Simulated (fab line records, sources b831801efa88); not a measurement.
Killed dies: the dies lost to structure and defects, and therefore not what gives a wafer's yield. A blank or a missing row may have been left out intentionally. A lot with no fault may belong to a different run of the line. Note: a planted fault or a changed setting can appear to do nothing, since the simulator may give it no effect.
fab line records -- flow sky130
record lots=13, wafers=39, last-day=50
route steps=708 shown FIELD_ISO@18 NWELL@64 PWDE@84 SONOS_ONO@173 PAD_OPEN@708
lots untouched by any fault: they come from a run of this same line in which no faults occurred
start-h: start of the lot's first displayed wafer, in hours after the record's first day -- wait-h: hours elapsed since this lot's preceding step -- " as in the row above -- L1.1+2: several wafers, shown together as one row -- - no value, or no start given -- * or withheld: withheld -- < > ~ a bound
route shown NAME@n: names a module that has steps shown in the file, with the first one's number in the route -- usual: mean and standard deviation over wafers with no fault -- same: alike in all rows -- chamber/n: place in a boat -- sites: readings site by site -- _std_site: standard deviation of those values -- _edge_site: inner sites' mean taken away from outer sites' mean -- radius-mm: for every site, how far away it sits from the centre of the wafer -- mask NAME#n: copy n -- behind: the most recent tool/chamber to have shaped the wafer -- hold: reason for holding the lot/hours on hold/outcome of the hold -- device: transistor that didn't switch, given as n, p or np -- end of line: the tests these same wafers got at the end of their route -- where a step has no rows: the recipe by itself -- killed: the dies lost at the first sort to structure and to defects; this is not the yield of the wafer -- map: dies across one wafer; x = killed, . = not, _ = none there
set.NAME: the run value of the setting; set.NAME@STEP: its run value at that earlier step -- model.NAME: the simulator's own value behind a step, which no gauge read
the route's steps for a sample of lots (tables are steps, rows are wafers)
services: the hour from which a tool's chamber was out of use, counted from the record's first day as start-h (under 0 if before that day), plus the number of hours and why
## steps
# step SKY_FIELD_ISO_ETCH_17
# recipe target-depth-a=3420, mask-material=Si3N4, chemistry=HBr/Cl2/O2, target=Si, taper-deg=5, icp-w=600, bias-w=150, pressure-mtorr=15, HBr_flow_sccm=150, Cl2_flow_sccm=40, O2_flow_sccm=6, time-s=97.7
# usual drypump-motor-current-A=5.8/0.41, oes-product-au=0.998/0.014, throttle-valve-pct=25.657/0.013
# same time-s=97.7
lot.wafer,tool,chamber,start-h,wait-h,drypump-motor-current-A,oes-product-au,rf-hours-counter-h,throttle-valve-pct
L294.1,rie-si-02,0,39.67,0.1,5.6,0.999,78,25.671
L294.4,rie-si-02,1,39.67,0.1,5.1,0.986,87,25.670
L294.5,rie-si-02,1,39.67,0.1,5.2,0.992,-,25.663
L295.2,rie-si-01,1,44.10,0.1,6.2,1.005,11,25.657
L295.3,rie-si-01,3,44.10,0.1,6.3,0.972,19,25.680
L295.6,rie-si-01,1,44.10,0.1,6.2,1.012,-,25.646
L296.1,rie-si-01,1,51.10,0.1,6.3,1.011,11,25.645
L296.2,rie-si-01,2,51.10,0.1,5.8,1.018,75,25.649
L296.6,rie-si-01,2,51.10,0.1,5.8,1.020,-,25.655
L297.3,rie-si-02,0,57.17,0.0,5.6,1.002,78,25.661
L297.4,rie-si-02,2,57.17,0.0,6.0,0.987,118,25.661
L297.5,rie-si-02,2,57.17,0.0,6.0,0.989,-,25.661
L298.1,rie-si-01,3,61.50,0.1,6.2,0.990,20,25.672
L298.2,rie-si-01,2,61.50,0.1,5.8,1.017,75,25.634
L298.5,rie-si-01,1,61.50,0.1,6.2,1.018,-,25.653
L299.2,rie-si-01,3,68.42,0.1,6.2,0.983,20,25.671
L299.3,rie-si-01,0,68.42,0.1,5.5,1.007,3,25.650
L299.6,rie-si-01,1,68.42,0.1,6.2,1.013,-,25.641
L301.1,rie-si-01,2,74.37,0.1,5.8,1.016,75,25.649
L301.3,rie-si-01,1,74.37,0.1,6.2,1.025,11,25.643
L301.4,rie-si-01,3,74.37,0.1,6.2,0.996,20,25.636
L302.4,rie-si-01,2,80.56,0.0,5.7,1.014,75,25.645
L302.5,rie-si-01,0,80.56,0.0,5.6,0.999,-,25.666
L302.6,rie-si-01,3,80.56,0.0,6.2,0.978,-,25.651
L303.2,rie-si-01,0,86.86,0.1,5.5,0.990,3,25.657
L303.3,rie-si-01,3,86.86,0.1,6.2,0.986,20,25.654
L303.6,rie-si-01,1,86.86,0.1,6.2,1.020,-,25.650
L304.2,rie-si-01,1,91.51,0.1,6.2,1.025,11,25.644
L304.3,rie-si-01,3,91.51,0.1,6.2,0.997,20,25.651
L304.5,rie-si-01,0,91.51,0.1,5.5,1.001,-,25.665
L309.1,rie-si-02,3,116.32,0.1,5.1,0.987,0,25.653
L309.4,rie-si-02,1,116.32,0.1,5.1,0.979,88,25.672
L309.5,rie-si-02,2,116.32,0.1,6.0,0.990,-,25.667
L313.2,rie-si-02,2,139.20,0.1,6.0,0.990,119,25.656
L313.3,rie-si-02,3,139.20,0.1,5.1,0.982,0,25.647
L313.6,rie-si-02,3,139.20,0.1,5.1,0.985,-,25.654
L314.3,rie-si-01,0,143.07,0.0,5.5,0.992,3,25.640
L314.4,rie-si-01,3,143.07,0.0,6.2,0.978,20,25.676
L314.5,rie-si-01,0,143.07,0.0,5.5,0.982,-,25.681
# step SKY_NWELL_IMPLANT_11
# recipe species=P, energy-kev=400, dose-cm2=1.9e+13, tilt-deg=withheld
# usual beam-energy-keV=399.97/0.12, faraday-current-uA=106.9/2.2
lot.wafer,tool,chamber,start-h,wait-h,beam-energy-keV,faraday-current-uA
L294.1,implanter-03,0,97.88,0.0,400.00,108.2
L294.4,implanter-03,0,97.88,0.0,400.12,104.0
L294.5,implanter-03,0,97.88,0.0,400.06,108.9
L295.2,implanter-04,0,104.26,0.0,399.99,109.0
L295.3,implanter-04,0,104.26,0.0,400.12,106.6
L295.6,implanter-04,0,104.26,0.0,399.97,105.4
L296.1,implanter-01,0,109.98,0.0,399.95,104.1
L296.2,implanter-01,0,109.98,0.0,400.01,109.8
L296.6,implanter-01,0,109.98,0.0,400.00,103.4
L297.3,implanter-04,0,114.57,0.1,399.82,104.6
L297.4,implanter-04,0,114.57,0.1,399.90,110.9
L297.5,implanter-04,0,114.57,0.1,400.04,112.2
L298.1,implanter-01,0,122.27,0.0,399.91,105.3
L298.2,implanter-01,0,122.27,0.0,400.16,109.7
L298.5,implanter-01,0,122.27,0.0,400.00,107.3
L299.2,implanter-01,0,130.06,0.0,399.96,104.7
L299.3,implanter-01,0,130.06,0.0,399.97,106.9
L299.6,implanter-01,0,130.06,0.0,400.10,108.8
L301.1,implanter-04,0,136.37,0.0,399.87,108.4
L301.3,implanter-04,0,136.37,0.0,399.93,103.6
L301.4,implanter-04,0,136.37,0.0,399.86,111.7
L302.4,implanter-03,0,143.26,0.1,399.94,106.1
L302.5,implanter-03,0,143.26,0.1,399.91,106.2
L302.6,implanter-03,0,143.26,0.1,399.74,107.4
L303.2,implanter-01,0,149.61,0.0,399.88,111.6
L303.3,implanter-01,0,149.61,0.0,400.19,111.6
L303.6,implanter-01,0,149.61,0.0,400.01,105.4
L304.2,implanter-04,0,154.61,0.0,400.05,107.7
L304.3,implanter-04,0,154.61,0.0,400.05,107.0
L304.5,implanter-04,0,154.61,0.0,400.02,105.2
L309.1,implanter-03,0,182.03,0.0,385.29,107.9
L309.4,implanter-03,0,182.03,0.0,385.39,106.7
L309.5,implanter-03,0,182.03,0.0,385.28,105.7
L313.2,implanter-03,0,209.11,0.0,385.49,106.7
L313.3,implanter-03,0,209.11,0.0,385.59,106.2
L313.6,implanter-03,0,209.11,0.0,385.40,105.6
L314.3,implanter-01,0,214.48,0.1,399.82,103.6
L314.4,implanter-01,0,214.48,0.1,400.09,109.9
L314.5,implanter-01,0,214.48,0.1,399.77,107.8
# step SKY_NWELL_RS_MEAS_31
# recipe thk-meas-gauge=four-point-probe
# usual PWDE_RS=5276/16
lot.wafer,tool,chamber,start-h,wait-h,PWDE_RS[ohm/sq]
L294.1,film-metro-04,-,115.87,0.1,5255
L294.4,film-metro-04,-,115.87,0.1,5273
L294.5,film-metro-04,-,115.87,0.1,5279
L295.2,film-metro-01,-,123.34,0.1,5296
L295.3,film-metro-01,-,123.34,0.1,5270
L295.6,film-metro-01,-,123.34,0.1,5264
L296.1,film-metro-01,-,130.27,0.1,5287
L296.2,film-metro-01,-,130.27,0.1,5293
L296.6,film-metro-01,-,130.27,0.1,5297
L297.3,film-metro-04,-,134.87,0.1,5284
L297.4,film-metro-04,-,134.87,0.1,5312
L297.5,film-metro-04,-,134.87,0.1,5305
L298.1,film-metro-03,-,142.02,0.1,5262
L298.2,film-metro-03,-,142.02,0.1,5266
L298.5,film-metro-03,-,142.02,0.1,5260
L299.2,film-metro-03,-,150.74,0.1,5286
L299.3,film-metro-03,-,150.74,0.1,5271
L299.6,film-metro-03,-,150.74,0.1,5267
L301.1,film-metro-01,-,156.67,0.1,5286
L301.3,film-metro-01,-,156.67,0.1,5297
L301.4,film-metro-01,-,156.67,0.1,5290
L302.4,film-metro-01,-,163.79,0.1,5284
L302.5,film-metro-01,-,163.79,0.1,5275
L302.6,film-metro-01,-,163.79,0.1,5287
L303.2,film-metro-04,-,171.00,0.1,5278
L303.3,film-metro-04,-,171.00,0.1,5285
L303.6,film-metro-04,-,171.00,0.1,5292
L304.2,film-metro-04,-,175.59,0.1,5276
L304.3,film-metro-04,-,175.59,0.1,5268
L304.5,film-metro-04,-,175.59,0.1,5264
L309.1,film-metro-04,-,204.67,0.1,5257
L309.4,film-metro-04,-,204.67,0.1,5262
L309.5,film-metro-04,-,204.67,0.1,5262
L313.2,film-metro-03,-,232.75,0.1,5268
L313.3,film-metro-03,-,232.75,0.1,5309
L313.6,film-metro-03,-,232.75,0.1,5271
L314.3,film-metro-04,-,238.16,0.1,5279
L314.4,film-metro-04,-,238.16,0.1,5274
L314.5,film-metro-04,-,238.16,0.1,5272
# step SKY_SONOS_ONO_THK_MEAS_05
# recipe reads=SiO2_of_SONOS_ONO_CVD_04
# usual SONOS_ONO_CVD_04_THK=5.74/0.14
lot.wafer,tool,chamber,start-h,wait-h,SONOS_ONO_CVD_04_THK[nm]
L294.1,film-metro-04,-,273.75,0.0,5.56
L294.4,film-metro-04,-,273.75,0.0,5.55
L294.5,film-metro-04,-,273.75,0.0,5.55
L295.2,film-metro-02,-,283.11,0.0,5.60
L295.3,film-metro-02,-,283.11,0.0,5.72
L295.6,film-metro-02,-,283.11,0.0,5.78
L296.1,film-metro-03,-,288.86,0.0,5.55
L296.2,film-metro-03,-,288.86,0.0,5.49
L296.6,film-metro-03,-,288.86,0.0,5.44
L297.3,film-metro-03,-,296.07,0.0,5.57
L297.4,film-metro-03,-,296.07,0.0,5.73
L297.5,film-metro-03,-,296.07,0.0,5.68
L298.1,film-metro-02,-,306.82,0.0,5.83
L298.2,film-metro-02,-,306.82,0.0,5.76
L298.5,film-metro-02,-,306.82,0.0,5.91
L299.2,film-metro-03,-,318.09,0.0,5.80
L299.3,film-metro-03,-,318.09,0.0,5.86
L299.6,film-metro-03,-,318.09,0.0,5.81
L301.1,film-metro-04,-,332.37,0.0,5.82
L301.3,film-metro-04,-,332.37,0.0,5.84
L301.4,film-metro-04,-,332.37,0.0,5.81
L302.4,film-metro-03,-,335.23,0.0,5.68
L302.5,film-metro-03,-,335.23,0.0,5.52
L302.6,film-metro-03,-,335.23,0.0,5.60
L303.2,film-metro-02,-,344.67,0.0,5.57
L303.3,film-metro-02,-,344.67,0.0,5.45
L303.6,film-metro-02,-,344.67,0.0,5.49
L304.2,film-metro-04,-,350.07,0.0,5.72
L304.3,film-metro-04,-,350.07,0.0,5.84
L304.5,film-metro-04,-,350.07,0.0,5.77
L309.1,film-metro-02,-,387.67,0.0,5.94
L309.4,film-metro-02,-,387.67,0.0,6.07
L309.5,film-metro-02,-,387.67,0.0,5.96
L313.2,film-metro-02,-,426.92,0.0,5.78
L313.3,film-metro-02,-,426.92,0.0,5.79
L313.6,film-metro-02,-,426.92,0.0,5.78
L314.3,film-metro-03,-,432.28,0.0,6.01
L314.4,film-metro-03,-,432.28,0.0,6.01
L314.5,film-metro-03,-,432.28,0.0,5.99
# step SKY_PAD_OPEN_PROBE_99
# usual killed_at_M0_to_M3=42/6.7, killed_at_M4_up=3.3/2.1, killed-at-contacts=24/5.1, killed-at-front-end=15/4.6, killed-at-other=0.3/0.58, killed-dies=85/9.9, killed-on-rim=17/3.7, killed-open=46/6.9, killed-short=38/7
# same gross-dies=492, killed-at-back-side=0
lot.wafer,tool,chamber,start-h,wait-h,killed_at_M0_to_M3,killed_at_M4_up,killed-at-contacts,killed-at-front-end,killed-at-other,killed-dies,killed-on-rim,killed-open,killed-short
L294.1,prober-01,-,1096.06,0.1,46,3,28,21,1,99,14,49,50
L294.4,prober-01,-,1096.21,0.2,36,2,32,10,0,80,22,43,37
L294.5,prober-01,-,1096.26,0.2,46,3,37,19,0,105,14,62,43
L295.2,prober-02,-,1097.88,0.1,44,2,23,13,0,82,17,44,38
L295.3,prober-02,-,1097.93,0.2,40,4,23,15,0,82,19,39,43
L295.6,prober-02,-,1098.08,0.2,38,2,29,14,1,84,19,52,32
L296.1,prober-01,-,1104.53,0.1,49,5,27,13,0,94,19,44,50
L296.2,prober-01,-,1104.58,0.1,35,1,22,23,1,82,12,54,28
L296.6,prober-01,-,1104.78,0.2,44,2,24,14,0,84,21,48,36
L297.3,prober-02,-,1120.21,0.2,44,4,26,10,0,84,22,50,33
L297.4,prober-02,-,1120.26,0.2,52,5,17,17,0,91,22,46,45
L297.5,prober-02,-,1120.31,0.2,50,2,21,13,1,87,14,35,50
L298.1,prober-01,-,1125.85,0.1,37,5,30,21,0,93,20,56,37
L298.2,prober-01,-,1125.90,0.1,49,0,28,17,0,94,13,50,42
L298.5,prober-01,-,1126.05,0.2,47,8,19,21,0,95,21,47,47
L299.2,prober-02,-,1128.37,0.1,44,4,23,17,0,88,12,44,44
L299.3,prober-02,-,1128.42,0.2,39,2,29,21,0,91,21,50,41
L299.6,prober-02,-,1128.57,0.2,35,1,26,19,0,81,20,43,37
L301.1,prober-02,-,1140.60,0.1,38,2,20,19,0,79,16,45,34
L301.3,prober-02,-,1140.70,0.2,43,6,26,19,0,94,16,50,44
L301.4,prober-02,-,1140.75,0.2,44,6,25,6,1,82,17,49,33
L302.4,prober-01,-,1142.25,0.2,37,6,17,22,1,83,18,50,32
L302.5,prober-01,-,1142.30,0.2,38,6,22,18,0,84,18,47,35
L302.6,prober-01,-,1142.35,0.2,31,5,28,8,1,73,16,39,33
L303.2,prober-02,-,1145.77,0.1,45,1,19,14,0,79,15,43,36
L303.3,prober-02,-,1145.82,0.2,37,3,23,19,1,83,18,33,50
L303.6,prober-02,-,1145.97,0.2,45,2,40,11,0,98,20,53,45
L304.2,prober-01,-,1152.72,0.1,37,2,29,10,0,78,17,46,31
L304.3,prober-01,-,1152.77,0.2,58,4,21,11,1,95,22,53,41
L304.5,prober-01,-,1152.87,0.2,33,3,20,10,2,68,14,32,36
L309.1,prober-02,-,1175.35,0.1,43,6,21,16,2,88,15,41,46
L309.4,prober-02,-,1175.50,0.2,51,3,19,15,1,89,16,47,40
L309.5,prober-02,-,1175.55,0.2,47,8,30,13,0,98,19,54,43
L313.2,prober-02,-,1199.52,0.1,44,5,24,18,1,92,21,54,38
L313.3,prober-02,-,1199.57,0.2,27,0,22,9,2,60,11,35,25
L313.6,prober-02,-,1199.72,0.2,51,2,38,12,0,103,21,58,45
L314.3,prober-01,-,1201.07,0.2,36,5,18,16,0,75,16,40,35
L314.4,prober-01,-,1201.12,0.2,45,2,24,14,1,86,19,39,47
L314.5,prober-01,-,1201.17,0.2,34,3,14,20,0,71,11,44,26
# killed by level:class
L294.1 VIA1:geometric-particle:open=13 LI_CONTACT:geometric-particle:short=8 METAL1:geometric-particle:short=8 FIELD_ISO:geometric-particle:short=7 CONTACT:geometric-particle:open=7 VIA3:geometric-particle:open=7 POLY_GATE:geometric-particle:short=6 LI_CONTACT:geometric-particle:open=5
L294.4 LI_CONTACT:geometric-particle:open=9 CONTACT:geometric-particle:open=9 VIA3:geometric-particle:open=7 METAL2:geometric-particle:short=6 VIA1:geometric-particle:open=6 LOCAL_INTERCONNECT:geometric-particle:short=5 METAL1:geometric-particle:short=5 VIA2:geometric-particle:open=5
L294.5 CONTACT:geometric-particle:open=13 VIA1:geometric-particle:open=12 LI_CONTACT:geometric-particle:open=10 CONTACT:geometric-particle:short=9 METAL1:geometric-particle:short=7 VIA3:geometric-particle:open=7 FIELD_ISO:geometric-particle:open=6 METAL2:geometric-particle:short=5
L295.2 VIA2:geometric-particle:open=9 VIA3:geometric-particle:open=8 METAL1:geometric-particle:short=7 LI_CONTACT:geometric-particle:open=7 CONTACT:geometric-particle:open=7 LOCAL_INTERCONNECT:geometric-particle:short=5 VIA2:geometric-particle:short=4 METAL3:geometric-particle:short=4
L295.3 VIA3:geometric-particle:open=11 LI_CONTACT:geometric-particle:open=9 METAL2:geometric-particle:short=7 FIELD_ISO:geometric-particle:short=6 VIA1:geometric-particle:short=6 METAL1:geometric-particle:short=6 VIA1:geometric-particle:open=5 LOCAL_INTERCONNECT:geometric-particle:short=5
L295.6 VIA1:geometric-particle:open=13 CONTACT:geometric-particle:open=12 LI_CONTACT:geometric-particle:open=10 METAL1:geometric-particle:short=5 VIA2:geometric-particle:open=5 FIELD_ISO:geometric-particle:short=4 POLY_GATE:geometric-particle:short=3 LI_CONTACT:geometric-particle:short=3
L296.1 VIA1:geometric-particle:open=11 CONTACT:geometric-particle:short=8 VIA3:geometric-particle:open=7 VIA2:geometric-particle:open=7 LI_CONTACT:geometric-particle:open=6 METAL2:geometric-particle:short=6 FIELD_ISO:geometric-particle:short=5 CONTACT:geometric-particle:open=5
L296.2 CONTACT:geometric-particle:open=12 VIA1:geometric-particle:open=11 POLY_GATE:geometric-particle:short=6 VIA3:geometric-particle:open=6 FIELD_ISO:geometric-particle:open=5 POLY_GATE:geometric-particle:open=5 LI_CONTACT:geometric-particle:open=5 VIA2:geometric-particle:open=5
L296.6 CONTACT:geometric-particle:open=8 VIA1:geometric-particle:open=8 VIA3:geometric-particle:open=8 METAL1:geometric-particle:short=7 LI_CONTACT:geometric-particle:open=6 VIA2:geometric-particle:open=6 METAL2:geometric-particle:short=6 FIELD_ISO:geometric-particle:open=5
L297.3 CONTACT:geometric-particle:open=16 VIA1:geometric-particle:open=14 LI_CONTACT:geometric-particle:open=6 VIA1:geometric-particle:short=6 METAL2:geometric-particle:short=5 VIA3:geometric-particle:open=5 METAL1:geometric-particle:short=4 VIA3:geometric-particle:short=4
L297.4 VIA3:geometric-particle:open=12 VIA1:geometric-particle:open=11 METAL1:geometric-particle:short=8 VIA1:geometric-particle:short=7 POLY_GATE:geometric-particle:short=5 CONTACT:geometric-particle:open=5 VIA2:geometric-particle:open=5 FIELD_ISO:geometric-particle:short=4
L297.5 METAL1:geometric-particle:short=9 METAL2:geometric-particle:short=9 VIA2:geometric-particle:open=8 VIA1:geometric-particle:open=6 CONTACT:geometric-particle:open=5 VIA3:geometric-particle:short=5 LI_CONTACT:geometric-particle:open=4 LOCAL_INTERCONNECT:geometric-particle:short=4
L298.1 CONTACT:geometric-particle:open=12 VIA1:geometric-particle:open=11 FIELD_ISO:geometric-particle:open=9 LI_CONTACT:geometric-particle:open=8 POLY_GATE:geometric-particle:short=6 METAL2:geometric-particle:short=6 VIA3:geometric-particle:open=6 VIA2:geometric-particle:open=5
L298.2 CONTACT:geometric-particle:open=11 VIA2:geometric-particle:open=11 FIELD_ISO:geometric-particle:open=7 VIA1:geometric-particle:open=7 VIA1:geometric-particle:short=7 VIA3:geometric-particle:open=6 LOCAL_INTERCONNECT:geometric-particle:short=5 POLY_GATE:geometric-particle:short=4
L298.5 VIA3:geometric-particle:open=9 VIA1:geometric-particle:open=8 POLY_GATE:geometric-particle:open=8 METAL1:geometric-particle:short=7 FIELD_ISO:geometric-particle:open=6 FIELD_ISO:geometric-particle:short=5 METAL4:geometric-particle:short=5 LOCAL_INTERCONNECT:geometric-particle:short=5
L299.2 VIA1:geometric-particle:open=11 CONTACT:geometric-particle:open=8 FIELD_ISO:geometric-particle:short=7 METAL1:geometric-particle:short=7 FIELD_ISO:geometric-particle:open=6 VIA2:geometric-particle:open=6 CONTACT:geometric-particle:short=5 METAL3:geometric-particle:short=5
L299.3 VIA1:geometric-particle:open=11 LI_CONTACT:geometric-particle:open=9 FIELD_ISO:geometric-particle:open=7 CONTACT:geometric-particle:open=7 VIA1:geometric-particle:short=6 CONTACT:geometric-particle:short=6 VIA2:geometric-particle:open=6 METAL1:geometric-particle:short=5
L299.6 VIA1:geometric-particle:open=11 LI_CONTACT:geometric-particle:open=7 CONTACT:geometric-particle:open=6 FIELD_ISO:geometric-particle:open=5 LOCAL_INTERCONNECT:geometric-particle:short=5 METAL1:geometric-particle:short=5 FIELD_ISO:geometric-particle:short=4 POLY_GATE:geometric-particle:open=3
L301.1 VIA1:geometric-particle:open=9 CONTACT:geometric-particle:open=8 POLY_GATE:geometric-particle:short=6 POLY_GATE:geometric-particle:open=6 VIA2:geometric-particle:open=6 LI_CONTACT:geometric-particle:open=6 METAL2:geometric-particle:short=6 VIA3:geometric-particle:open=6
L301.3 VIA1:geometric-particle:open=14 CONTACT:geometric-particle:open=11 FIELD_ISO:geometric-particle:short=7 CONTACT:geometric-particle:short=6 POLY_GATE:geometric-particle:short=6 METAL1:geometric-particle:short=5 LI_CONTACT:geometric-particle:open=4 VIA1:geometric-particle:short=4
L301.4 VIA1:geometric-particle:open=11 LI_CONTACT:geometric-particle:open=10 CONTACT:geometric-particle:open=9 VIA3:geometric-particle:open=8 METAL2:geometric-particle:short=5 VIA3:geometric-particle:short=5 POLY_GATE:geometric-particle:short=3 METAL4:geometric-particle:short=3
L302.4 VIA3:geometric-particle:open=9 VIA1:geometric-particle:open=7 POLY_GATE:geometric-particle:open=6 LI_CONTACT:geometric-particle:open=6 FIELD_ISO:geometric-particle:open=5 CONTACT:geometric-particle:open=5 METAL1:geometric-particle:short=4 METAL2:geometric-particle:short=4
L302.5 VIA1:geometric-particle:open=11 CONTACT:geometric-particle:open=9 LI_CONTACT:geometric-particle:open=7 VIA2:geometric-particle:open=5 VIA3:geometric-particle:open=5 METAL4:geometric-particle:short=5 FIELD_ISO:geometric-particle:open=4 FIELD_ISO:geometric-particle:short=4
L302.6 CONTACT:geometric-particle:open=10 VIA3:geometric-particle:open=7 CONTACT:geometric-particle:short=6 LI_CONTACT:geometric-particle:short=5 LI_CONTACT:geometric-particle:open=5 VIA1:geometric-particle:open=5 VIA3:geometric-particle:short=5 POLY_GATE:geometric-particle:open=3
L303.2 METAL2:geometric-particle:short=9 VIA1:geometric-particle:open=8 FIELD_ISO:geometric-particle:short=5 LI_CONTACT:geometric-particle:open=5 CONTACT:geometric-particle:open=5 VIA3:geometric-particle:open=5 VIA2:geometric-particle:open=5 CONTACT:geometric-particle:short=4
L303.3 VIA1:geometric-particle:short=9 VIA1:geometric-particle:open=6 LI_CONTACT:geometric-particle:open=6 LOCAL_INTERCONNECT:geometric-particle:short=6 METAL2:geometric-particle:short=5 CONTACT:geometric-particle:open=5 FIELD_ISO:geometric-particle:short=4 METAL3:geometric-particle:short=4
L303.6 CONTACT:geometric-particle:open=17 VIA1:geometric-particle:open=13 METAL1:geometric-particle:short=8 LI_CONTACT:geometric-particle:open=7 CONTACT:geometric-particle:short=6 LOCAL_INTERCONNECT:geometric-particle:short=5 VIA2:geometric-particle:open=5 VIA3:geometric-particle:open=5
L304.2 CONTACT:geometric-particle:open=13 LI_CONTACT:geometric-particle:open=8 METAL1:geometric-particle:short=7 VIA1:geometric-particle:open=7 VIA2:geometric-particle:open=6 LOCAL_INTERCONNECT:geometric-particle:short=4 METAL2:geometric-particle:short=4 POLY_GATE:geometric-particle:short=3
L304.3 VIA1:geometric-particle:open=15 CONTACT:geometric-particle:open=10 VIA2:geometric-particle:open=9 VIA2:geometric-particle:short=8 VIA3:geometric-particle:open=7 METAL2:geometric-particle:short=6 CONTACT:geometric-particle:short=5 POLY_GATE:geometric-particle:short=4
L304.5 CONTACT:geometric-particle:open=6 VIA3:geometric-particle:open=6 LI_CONTACT:geometric-particle:open=5 METAL1:geometric-particle:short=5 VIA2:geometric-particle:open=5 LI_CONTACT:geometric-particle:short=4 METAL2:geometric-particle:short=4 POLY_GATE:geometric-particle:open=3
L309.1 VIA1:geometric-particle:open=10 LI_CONTACT:geometric-particle:open=8 METAL2:geometric-particle:short=6 METAL1:geometric-particle:short=6 VIA3:geometric-particle:short=5 VIA3:geometric-particle:open=5 FIELD_ISO:geometric-particle:open=4 LOCAL_INTERCONNECT:geometric-particle:short=4
L309.4 VIA1:geometric-particle:open=13 CONTACT:geometric-particle:open=8 VIA3:geometric-particle:open=8 FIELD_ISO:geometric-particle:short=7 METAL1:geometric-particle:short=6 VIA2:geometric-particle:open=5 METAL3:geometric-particle:short=5 FIELD_ISO:geometric-particle:open=4
L309.5 VIA1:geometric-particle:open=15 CONTACT:geometric-particle:open=12 LI_CONTACT:geometric-particle:open=8 METAL2:geometric-particle:short=7 CONTACT:geometric-particle:short=6 METAL4:geometric-particle:short=6 VIA2:geometric-particle:open=5 POLY_GATE:geometric-particle:open=4
L313.2 CONTACT:geometric-particle:open=11 VIA1:geometric-particle:open=9 VIA3:geometric-particle:open=8 LI_CONTACT:geometric-particle:open=7 POLY_GATE:geometric-particle:open=5 CONTACT:geometric-particle:short=5 VIA1:geometric-particle:short=5 VIA2:geometric-particle:open=5
L313.3 VIA1:geometric-particle:open=8 CONTACT:geometric-particle:open=7 LI_CONTACT:geometric-particle:open=6 VIA3:geometric-particle:open=5 LOCAL_INTERCONNECT:geometric-particle:short=4 CONTACT:geometric-particle:short=4 VIA2:geometric-particle:open=4 FIELD_ISO:geometric-particle:short=3
L313.6 CONTACT:geometric-particle:open=13 VIA1:geometric-particle:open=11 LI_CONTACT:geometric-particle:open=9 CONTACT:geometric-particle:short=9 VIA3:geometric-particle:open=7 METAL1:geometric-particle:short=7 METAL2:geometric-particle:short=6 VIA2:geometric-particle:open=6
L314.3 METAL1:geometric-particle:short=8 LI_CONTACT:geometric-particle:open=7 VIA2:geometric-particle:open=7 VIA1:geometric-particle:open=6 FIELD_ISO:geometric-particle:open=5 LOCAL_INTERCONNECT:geometric-particle:short=4 METAL2:geometric-particle:short=4 POLY_GATE:geometric-particle:open=3
L314.4 VIA1:geometric-particle:open=10 VIA3:geometric-particle:open=8 CONTACT:geometric-particle:open=6 METAL1:geometric-particle:short=6 METAL2:geometric-particle:short=6 POLY_GATE:geometric-particle:short=5 LOCAL_INTERCONNECT:geometric-particle:short=5 POLY_GATE:geometric-particle:open=4
L314.5 VIA1:geometric-particle:open=9 POLY_GATE:geometric-particle:open=7 LI_CONTACT:geometric-particle:open=7 METAL1:geometric-particle:short=7 METAL2:geometric-particle:short=6 CONTACT:geometric-particle:open=5 FIELD_ISO:geometric-particle:open=4 POLY_GATE:geometric-particle:short=3
## services
tool,chamber,start-h,hours,kind
rie-si-01,1,21.50,13.8,repair
rie-si-02,0,25.74,1.4,repair
rie-si-01,0,33.28,15.2,repair
implanter-03,-,73.55,4.4,repair
rie-si-02,2,75.88,1.9,repair
rie-si-01,2,96.37,4.3,repair
rie-si-02,3,100.33,-,clean
rie-si-02,3,100.33,14.6,scheduled-down
rie-si-02,3,100.33,14.6,vent-cycle
implanter-01,-,107.87,1.8,repair
implanter-03,-,113.37,3.1,repair
implanter-04,-,118.46,2.3,repair
rie-si-01,3,119.61,7.4,repair
implanter-03,-,123.13,13.2,pm
implanter-04,-,140.04,3.6,pm
rie-si-02,0,143.16,9.6,repair
rie-si-02,-,194.26,12.7,repair
rie-si-01,2,195.59,9.3,repair
## key
first-sign step=SKY_NWELL_IMPLANT_11, reading=beam-energy-keV, direction=down, sigmas=99+, usual=*, struck=*
effect none on later readings
met-at SKY_NWELL_IMPLANT_11
struck-lots L309,L313
tester-left-out L309,L313
not-acting-at SKY_FIELD_ISO_ETCH_17,SKY_NWELL_RS_MEAS_31,SKY_SONOS_ONO_THK_MEAS_05
onset-between 143.26 182.03
fault kind=process-parameter-drift, tool=implanter-03, chamber=-, onset-h=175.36, steps=SKY_NWELL_IMPLANT_11, channel=energy-kev, offset=*, shape=step, end-h=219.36, acts-in=*, stated=*
# tester-left-out: of these lots the tester's yield and bins aren't shown, on N5 and GAA mostly nor the transistor test; their killed dies are dies lost to structure and defects alone, not to doping, threshold or leakage, so they don't give the yield
